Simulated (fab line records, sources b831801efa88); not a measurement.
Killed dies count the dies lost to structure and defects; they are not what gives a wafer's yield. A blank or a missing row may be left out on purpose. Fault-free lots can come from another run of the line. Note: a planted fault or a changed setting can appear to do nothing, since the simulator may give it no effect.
Which tool did it? + flow sky130 + 24 lots with 72 wafers sampled at 6 steps, on a route of 708 steps

== WHAT EACH GAUGE READ, for each wafer ==
SKY_SD_N_OVL_MEAS_08.
| lot  | measured     | on         | SD_N_OVL (nm)  |
|------|--------------|------------|----------------|
| L074 | day 28 06:29 | overlay-01 | 2.8 2.1 2.9    |
| L075 | day 28 11:35 | overlay-02 | 0.7 -0.9 0.5   |
| L076 | day 29 06:47 | overlay-02 | 2.6 1.3 2.0    |
| L077 | day 29 08:52 | overlay-02 | -0.8 -0.4 -0.9 |
| L078 | day 29 23:32 | overlay-01 | -0.5 1.7 1.6   |
| L079 | day 30 06:44 | overlay-02 | -0.7 -1.1 -1.5 |
| L080 | day 30 12:11 | overlay-01 | -1.0 0.4 1.8   |
| L081 | day 30 10:59 | overlay-02 | 2.2 1.0 0.1    |
| L082 | day 31 03:32 | overlay-01 | 0.5 3.1 -0.7   |
| L083 | day 31 08:05 | overlay-01 | -1.3 -1.0 -1.2 |
| L084 | day 31 11:20 | overlay-02 | -0.1 -2.2 -1.5 |
| L085 | day 32 04:13 | overlay-01 | -0.1 -0.7 -0.4 |
| L086 | day 32 10:11 | overlay-02 | -0.8 0.9 0.6   |
| L087 | day 32 15:06 | overlay-02 | -0.4 -0.6 -0.7 |
| L088 | day 32 18:53 | overlay-02 | -2.7 -1.1 -1.0 |
| L089 | day 33 01:57 | overlay-01 | -0.9 -1.0 0.3  |
| L090 | day 33 10:29 | overlay-02 | 0.6 0.3 -1.4   |
| L091 | day 33 17:50 | overlay-01 | 0.1 0.2 -1.0   |
| L092 | day 34 05:38 | overlay-02 | 1.5 1.0 2.1    |
| L093 | day 34 07:41 | overlay-02 | 1.6 2.8 2.2    |
| L094 | day 35 00:08 | overlay-01 | 3.5 4.0 2.7    |
| L095 | day 34 23:22 | overlay-02 | 1.9 0.6 1.4    |
| L096 | day 35 04:04 | overlay-01 | -0.3 0.6 0.5   |
| L097 | day 35 06:26 | overlay-02 | -1.8 -1.0 -1.1 |

SKY_PAD_OPEN_BOW_MEAS_13.
| lot  | measured     | on            | PAD_OPEN_BOW (um) |
|------|--------------|---------------|-------------------|
| L074 | day 46 03:02 | film-metro-02 | 32 44 43          |
| L075 | day 46 08:13 | film-metro-04 | 51 48 48          |
| L076 | day 46 22:40 | film-metro-02 | 46 45 48          |
| L077 | day 47 01:00 | film-metro-02 | 39 38 56          |
| L078 | day 47 10:34 | film-metro-04 | 52 25 42          |
| L079 | day 47 15:54 | film-metro-04 | 63 48 47          |
| L080 | day 47 19:09 | film-metro-04 | 40 50 39          |
| L081 | day 47 18:31 | film-metro-02 | 47 54 47          |
| L082 | day 48 05:08 | film-metro-04 | 58 53 57          |
| L083 | day 48 09:10 | film-metro-02 | 46 52 42          |
| L084 | day 48 12:28 | film-metro-04 | 53 49 46          |
| L085 | day 48 21:25 | film-metro-01 | 43 45 53          |
| L086 | day 49 00:41 | film-metro-01 | 37 42 43          |
| L087 | day 49 08:09 | film-metro-02 | 49 43 48          |
| L088 | day 49 08:48 | film-metro-02 | 41 38 33          |
| L089 | day 49 15:17 | film-metro-02 | 50 59 57          |
| L090 | day 49 19:32 | film-metro-01 | 46 48 41          |
| L091 | day 50 00:50 | film-metro-02 | 34 51 46          |
| L092 | day 50 07:07 | film-metro-01 | 42 37 28          |
| L093 | day 50 10:05 | film-metro-02 | 39 29 33          |
| L094 | day 50 19:29 | film-metro-01 | 45 34 50          |
| L095 | day 50 17:05 | film-metro-04 | 37 45 27          |
| L096 | day 50 21:29 | film-metro-04 | 53 59 62          |
| L097 | day 50 22:21 | film-metro-04 | 74 58 63          |

== TOOL THAT RAN EACH LOT (tool first, then ch and the chambers of the sampled wafers, then the start) ==
| lot  | SKY_VT_ADJUST_HVTP_STRIP_10          | SKY_METAL1_SPUTTER_01        | SKY_VIA1_CMP_24               | SKY_METAL4_SPUTTER_01        |
|------|--------------------------------------|------------------------------|-------------------------------|------------------------------|
| L074 | plasma-asher-02 ch 0,1, day 6 06:05  | pvd-sputter-03, day 31 23:10 | cmp-01 ch 0,1,3, day 34 08:59 | pvd-sputter-04, day 40 02:06 |
| L075 | plasma-asher-02 ch 0,1, day 6 09:41  | pvd-sputter-01, day 32 06:10 | cmp-02 ch 0,1,3, day 34 14:41 | pvd-sputter-02, day 40 09:14 |
| L076 | plasma-asher-02 ch 0,1, day 6 17:47  | pvd-sputter-02, day 32 23:50 | cmp-01 ch 1,2,3, day 35 08:16 | pvd-sputter-03, day 40 23:44 |
| L077 | plasma-asher-01 ch 0,1, day 7 05:23  | pvd-sputter-03, day 33 02:24 | cmp-01 ch 1,2,3, day 35 10:16 | pvd-sputter-03, day 41 03:01 |
| L078 | plasma-asher-01 ch 0, day 7 08:08    | pvd-sputter-03, day 33 16:17 | cmp-02 ch 2,3, day 36 00:02   | pvd-sputter-04, day 41 14:51 |
| L079 | plasma-asher-01 ch 0, day 7 14:56    | pvd-sputter-02, day 33 23:23 | cmp-01 ch 1,2,3, day 36 07:11 | pvd-sputter-03, day 41 21:13 |
| L080 | plasma-asher-02 ch 0,1, day 7 20:32  | pvd-sputter-02, day 34 03:50 | cmp-01 ch 0,1,3, day 36 11:46 | pvd-sputter-03, day 42 00:34 |
| L081 | plasma-asher-01 ch 0,1, day 7 21:32  | pvd-sputter-01, day 34 03:19 | cmp-02 ch 1,2,3, day 36 10:37 | pvd-sputter-02, day 41 22:31 |
| L082 | plasma-asher-02 ch 0,1, day 8 06:53  | pvd-sputter-01, day 34 18:38 | cmp-02 ch 0,1,2, day 37 01:04 | pvd-sputter-04, day 42 11:56 |
| L083 | plasma-asher-02 ch 0,1, day 8 16:05  | pvd-sputter-03, day 34 23:55 | cmp-02 ch 0,2, day 37 06:26   | pvd-sputter-04, day 42 16:58 |
| L084 | plasma-asher-02 ch 0, day 8 17:38    | pvd-sputter-03, day 35 02:23 | cmp-01 ch 0,1, day 37 09:59   | pvd-sputter-04, day 42 21:16 |
| L085 | plasma-asher-03 ch 0,1, day 9 02:52  | pvd-sputter-01, day 35 18:19 | cmp-02 ch 0,1,2, day 38 00:34 | pvd-sputter-03, day 43 09:12 |
| L086 | plasma-asher-02 ch 0,1, day 9 08:13  | pvd-sputter-01, day 35 23:22 | cmp-01 ch 0,2,3, day 38 06:11 | pvd-sputter-02, day 43 15:23 |
| L087 | plasma-asher-01 ch 0,1, day 9 11:01  | pvd-sputter-02, day 36 06:30 | cmp-02 ch 0,2,3, day 38 12:41 | pvd-sputter-02, day 43 22:35 |
| L088 | plasma-asher-01 ch 0,1, day 9 20:22  | pvd-sputter-02, day 36 07:55 | cmp-01 ch 0,3, day 38 15:01   | pvd-sputter-04, day 43 23:16 |
| L089 | plasma-asher-02 ch 0,1, day 10 01:35 | pvd-sputter-01, day 36 14:32 | cmp-01 ch 0,2,3, day 38 21:03 | pvd-sputter-02, day 44 06:16 |
| L090 | plasma-asher-03 ch 0,1, day 10 09:50 | pvd-sputter-03, day 36 23:34 | cmp-01 ch 0,2, day 39 06:20   | pvd-sputter-03, day 44 13:13 |
| L091 | plasma-asher-02 ch 1, day 10 14:34   | pvd-sputter-02, day 37 07:01 | cmp-01 ch 1,2, day 39 13:23   | pvd-sputter-04, day 44 20:31 |
| L092 | plasma-asher-01 ch 0, day 10 22:23   | pvd-sputter-03, day 37 19:26 | cmp-01 ch 1,2, day 40 01:10   | pvd-sputter-02, day 45 05:28 |
| L093 | plasma-asher-02 ch 0,1, day 11 05:38 | pvd-sputter-02, day 37 20:09 | cmp-01 ch 1,2, day 40 01:31   | pvd-sputter-02, day 45 06:43 |
| L094 | plasma-asher-01 ch 0,1, day 11 14:02 | pvd-sputter-02, day 38 12:14 | cmp-02 ch 1,2, day 40 18:10   | pvd-sputter-04, day 45 21:32 |
| L095 | plasma-asher-03 ch 0,1, day 11 19:17 | pvd-sputter-01, day 38 11:37 | cmp-02 ch 0,2,3, day 40 17:19 | pvd-sputter-02, day 45 18:40 |
| L096 | plasma-asher-01 ch 0,1, day 12 00:19 | pvd-sputter-03, day 38 15:46 | cmp-01 ch 1,2,3, day 40 20:49 | pvd-sputter-02, day 45 23:13 |
| L097 | plasma-asher-01 ch 0,1, day 12 06:43 | pvd-sputter-02, day 38 18:37 | cmp-02 ch 0,2, day 40 23:23   | pvd-sputter-02, day 46 00:44 |
- SKY_VT_ADJUST_HVTP_STRIP_10: strips in O2/N2.
- SKY_METAL1_SPUTTER_01: material TiN, target thk 20 nm, time 16.7 s.
- SKY_VIA1_CMP_24: polishes, stops on SiO2, t overpolish 15 s, target thk 0 nm.
- SKY_METAL4_SPUTTER_01: material TiN, target thk 20 nm, time 16.7 s.

== WHAT THE TOOLS THEMSELVES READ (means of the sampled wafers that have a number; where no wafer has one, the mark that the record gives instead) ==
SKY_VT_ADJUST_HVTP_STRIP_10.
| lot  | tool            | drypump-motor-current-A (A) | oes-product-au (a.u.) | strip-time-to-endpoint-s (s) |
|------|-----------------|-----------------------------|-----------------------|------------------------------|
| L074 | plasma-asher-02 | 5.6                         | 0.714                 | 14.25                        |
| L075 | plasma-asher-02 | 5.6                         | 0.715                 | 14.17                        |
| L076 | plasma-asher-02 | 5.5                         | 0.717                 | 14.17                        |
| L077 | plasma-asher-01 | 5.3                         | 0.710                 | 14.19                        |
| L078 | plasma-asher-01 | 5.2                         | 0.715                 | 14.23                        |
| L079 | plasma-asher-01 | 5.2                         | 0.717                 | 14.22                        |
| L080 | plasma-asher-02 | 5.5                         | 0.714                 | 14.19                        |
| L081 | plasma-asher-01 | 5.3                         | 0.716                 | 14.15                        |
| L082 | plasma-asher-02 | 5.5                         | 0.719                 | 14.15                        |
| L083 | plasma-asher-02 | 5.5                         | 0.712                 | 14.19                        |
| L084 | plasma-asher-02 | 5.7                         | 0.716                 | 14.18                        |
| L085 | plasma-asher-03 | 6.2                         | 0.711                 | 14.18                        |
| L086 | plasma-asher-02 | 5.6                         | 0.719                 | 14.14                        |
| L087 | plasma-asher-01 | 5.3                         | 0.712                 | 14.15                        |
| L088 | plasma-asher-01 | 5.3                         | 0.712                 | 14.19                        |
| L089 | plasma-asher-02 | 5.5                         | 0.709                 | 14.21                        |
| L090 | plasma-asher-03 | 6.4                         | 0.715                 | 14.13                        |
| L091 | plasma-asher-02 | 5.4                         | 0.713                 | 14.16                        |
| L092 | plasma-asher-01 | 5.2                         | 0.719                 | 14.20                        |
| L093 | plasma-asher-02 | 5.6                         | 0.716                 | 14.22                        |
| L094 | plasma-asher-01 | 5.3                         | 0.719                 | 14.20                        |
| L095 | plasma-asher-03 | 6.1                         | 0.713                 | 14.24                        |
| L096 | plasma-asher-01 | 5.3                         | 0.718                 | 14.12                        |
| L097 | plasma-asher-01 | 5.3                         | 0.712                 | 14.18                        |

SKY_METAL1_SPUTTER_01.
| lot  | tool           | throttle-valve-pct (%) |
|------|----------------|------------------------|
| L074 | pvd-sputter-03 | 29.7                   |
| L075 | pvd-sputter-01 | 28.2                   |
| L076 | pvd-sputter-02 | 29.8                   |
| L077 | pvd-sputter-03 | 29.6                   |
| L078 | pvd-sputter-03 | 29.4                   |
| L079 | pvd-sputter-02 | 30.0                   |
| L080 | pvd-sputter-02 | 30.9                   |
| L081 | pvd-sputter-01 | 30.0                   |
| L082 | pvd-sputter-01 | 30.3                   |
| L083 | pvd-sputter-03 | 29.7                   |
| L084 | pvd-sputter-03 | 29.6                   |
| L085 | pvd-sputter-01 | 30.1                   |
| L086 | pvd-sputter-01 | 29.8                   |
| L087 | pvd-sputter-02 | 30.6                   |
| L088 | pvd-sputter-02 | 29.1                   |
| L089 | pvd-sputter-01 | 30.0                   |
| L090 | pvd-sputter-03 | 29.8                   |
| L091 | pvd-sputter-02 | 30.3                   |
| L092 | pvd-sputter-03 | 30.2                   |
| L093 | pvd-sputter-02 | 29.4                   |
| L094 | pvd-sputter-02 | 29.2                   |
| L095 | pvd-sputter-01 | 30.5                   |
| L096 | pvd-sputter-03 | 29.7                   |
| L097 | pvd-sputter-02 | 29.9                   |

SKY_VIA1_CMP_24.
| lot  | tool   | motor-current-A (A) | overpolish-run-s (s) | time-to-endpoint-s (s) |
|------|--------|---------------------|----------------------|------------------------|
| L074 | cmp-01 | 11.3                | 15.002               | 65                     |
| L075 | cmp-02 | 11.0                | 14.994               | 59                     |
| L076 | cmp-01 | 11.1                | 15.000               | 68                     |
| L077 | cmp-01 | 11.0                | 14.998               | 69                     |
| L078 | cmp-02 | 11.0                | 15.006               | 62                     |
| L079 | cmp-01 | 10.9                | 14.993               | 66                     |
| L080 | cmp-01 | 11.1                | 15.007               | 70                     |
| L081 | cmp-02 | 10.2                | 14.996               | 63                     |
| L082 | cmp-02 | 11.2                | 14.996               | 62                     |
| L083 | cmp-02 | 11.3                | 14.997               | 62                     |
| L084 | cmp-01 | 11.7                | 15.001               | 61                     |
| L085 | cmp-02 | 11.0                | 15.001               | 66                     |
| L086 | cmp-01 | 11.4                | 15.000               | 72                     |
| L087 | cmp-02 | 10.7                | 15.005               | 66                     |
| L088 | cmp-01 | 11.3                | 14.991               | 67                     |
| L089 | cmp-01 | 11.2                | 15.007               | 70                     |
| L090 | cmp-01 | 11.3                | 14.995               | 64                     |
| L091 | cmp-01 | 11.1                | 15.008               | 68                     |
| L092 | cmp-01 | 11.1                | 14.996               | 64                     |
| L093 | cmp-01 | 11.0                | 14.987               | 63                     |
| L094 | cmp-02 | 10.3                | 15.008               | 61                     |
| L095 | cmp-02 | 10.9                | 15.002               | 67                     |
| L096 | cmp-01 | 10.9                | 14.999               | 67                     |
| L097 | cmp-02 | 11.5                | 14.991               | 65                     |

SKY_METAL4_SPUTTER_01.
| lot  | tool           | throttle-valve-pct (%) |
|------|----------------|------------------------|
| L074 | pvd-sputter-04 | 29.3                   |
| L075 | pvd-sputter-02 | 30.3                   |
| L076 | pvd-sputter-03 | 29.6                   |
| L077 | pvd-sputter-03 | 29.6                   |
| L078 | pvd-sputter-04 | 29.2                   |
| L079 | pvd-sputter-03 | 29.6                   |
| L080 | pvd-sputter-03 | 29.6                   |
| L081 | pvd-sputter-02 | 29.8                   |
| L082 | pvd-sputter-04 | 29.6                   |
| L083 | pvd-sputter-04 | 29.5                   |
| L084 | pvd-sputter-04 | 29.0                   |
| L085 | pvd-sputter-03 | 29.0                   |
| L086 | pvd-sputter-02 | 29.2                   |
| L087 | pvd-sputter-02 | 30.2                   |
| L088 | pvd-sputter-04 | 29.2                   |
| L089 | pvd-sputter-02 | 29.9                   |
| L090 | pvd-sputter-03 | 30.2                   |
| L091 | pvd-sputter-04 | 29.6                   |
| L092 | pvd-sputter-02 | 29.3                   |
| L093 | pvd-sputter-02 | 29.6                   |
| L094 | pvd-sputter-04 | 29.6                   |
| L095 | pvd-sputter-02 | 30.2                   |
| L096 | pvd-sputter-02 | 29.4                   |
| L097 | pvd-sputter-02 | 29.8                   |

== THE ANSWER, worked out from the rows above alone ==
Rule: usual is defined by the lots themselves. Put in order of their means at a reading, lots are off if they are a third of the lots or fewer, leave a main group of 4 or more, and stand apart from it by a gap of 3 or more times the standard deviation of the main group's means; of several such gaps the widest counts. A main group whose means are all the same, to the digits that the tables above print for the reading, isn't used. Also off: a lot with no number at a reading for which 4 or more lots have one. Where the step has rows for the other lots, those lots are counted as sound. After the gauges, taken in route order, come the tools' own readings; for these a lot's mean is taken, as printed above. At the first step where some lot is off, the reading lying furthest off is the one used; lots without a number count as furthest.
None of the lots is off at any reading shown; this tells nothing.

== WHAT THE SIMULATOR HAD PUT IN ==
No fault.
